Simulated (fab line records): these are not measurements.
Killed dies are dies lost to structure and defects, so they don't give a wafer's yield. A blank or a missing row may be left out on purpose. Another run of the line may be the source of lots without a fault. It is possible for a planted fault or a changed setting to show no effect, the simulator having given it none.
Matching of chambers + flow gf180mcu + 3 sister chambers for GF_V5_CVD_02 on pecvd-04
The step deposits SiO2 from TEOS, target thk 1450 nm, time 163.28 s. 3 wafers are shown with their chamber, then 7 later ones without.

== WAFERS, EACH WITH ITS CHAMBER ==
| wafer  | chamber | heaterPowerW (W) |
|--------|---------|------------------|
| L646.6 | 1       | 604              |
| L647.1 | 2       | 645              |
| L647.2 | 0       | 795              |

== WAFERS MISSING THEIR CHAMBER ==
| wafer  | heaterPowerW (W) |
|--------|------------------|
| L647.5 | 869              |
| L650.2 | 725              |
| L650.4 | 751              |
| L650.5 | 843              |
| L652.2 | 727              |
| L652.3 | 818              |
| L652.5 | 603              |

== WHICH CHAMBER EACH WENT THROUGH ==
| wafer  | from the rows above          | in truth |
|--------|------------------------------|----------|
| L647.5 | 0                            | 0        |
| L650.2 | can't be placed: 0 or 2 or 1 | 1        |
| L650.4 | can't be placed: 0 or 2 or 1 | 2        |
| L650.5 | 0                            | 0        |
| L652.2 | can't be placed: 0 or 2 or 1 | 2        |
| L652.3 | 0                            | 0        |
| L652.5 | can't be placed: 1 or 2      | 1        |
3 of 7 placed correctly. Cannot be placed on the basis of these rows: 4; the candidates contain the true chamber in 4. Wrongly placed: 0.
How it was worked out, from the rows above alone: a wafer's distance from a chamber is the root of the sum, over the readings, of the square of ((its reading less the chamber's mean) divided by the reading's scatter). If the next closest chamber is less than 2 further off than the closest, the wafer can't be placed; otherwise it belongs to the closest. A chamber's mean is the mean of its shown wafers. The scatter (one wafer shown for each chamber): square how far every hidden wafer sits from the nearest shown wafer, average those squares and take the square root.
